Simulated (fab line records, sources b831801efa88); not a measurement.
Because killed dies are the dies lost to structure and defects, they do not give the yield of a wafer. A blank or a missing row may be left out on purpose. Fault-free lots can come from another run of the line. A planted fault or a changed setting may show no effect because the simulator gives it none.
Matching of chambers	flow sky130	SKY_CAP2M_CVD_00 on pecvd-04 has 3 sister chambers
The step deposits SiO2, target thk 15.5 nm. 5 wafers are shown with their chamber, then 7 later ones without.

== WAFERS WITH THEIR CHAMBER ==
wafer	chamber	heaterPowerW (W)
L337.1	1	645
L338.1	2	758
L338.4	0	735
L339.2	2	776
L339.3	0	801

== WAFERS WITH NO CHAMBER GIVEN ==
wafer	heaterPowerW (W)
L339.4	709
L350.1	698
L350.3	743
L350.5	756
L355.2	748
L355.3	783
L355.5	754

== WHICH CHAMBER EACH WENT THROUGH ==
wafer	from the rows above	in truth
L339.4	can't be placed: 2 or 0 or 1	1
L350.1	can't be placed: 1 or 2 or 0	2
L350.3	can't be placed: 2 or 0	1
L350.5	can't be placed: 2 or 0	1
L355.2	can't be placed: 2 or 0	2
L355.3	can't be placed: 0 or 2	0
L355.5	can't be placed: 2 or 0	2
0 of 7 placed correctly. These rows do not allow placing 7 (true chamber among the candidates in 5). Wrongly placed: 0.
How it was worked out, from the rows above alone: a wafer's distance from a chamber is the root of the sum, over the readings, of the square of ((its reading less the chamber's mean) divided by the reading's scatter). If the next closest chamber is less than 2 further off than the closest, the wafer can't be placed; otherwise it belongs to the closest. For every chamber, the mean is computed from those of its wafers that are shown. How the scatter is found: for the shown wafers, subtract from each reading the mean of its chamber, square and add these, divide the total by (wafers less chambers), then take the root.
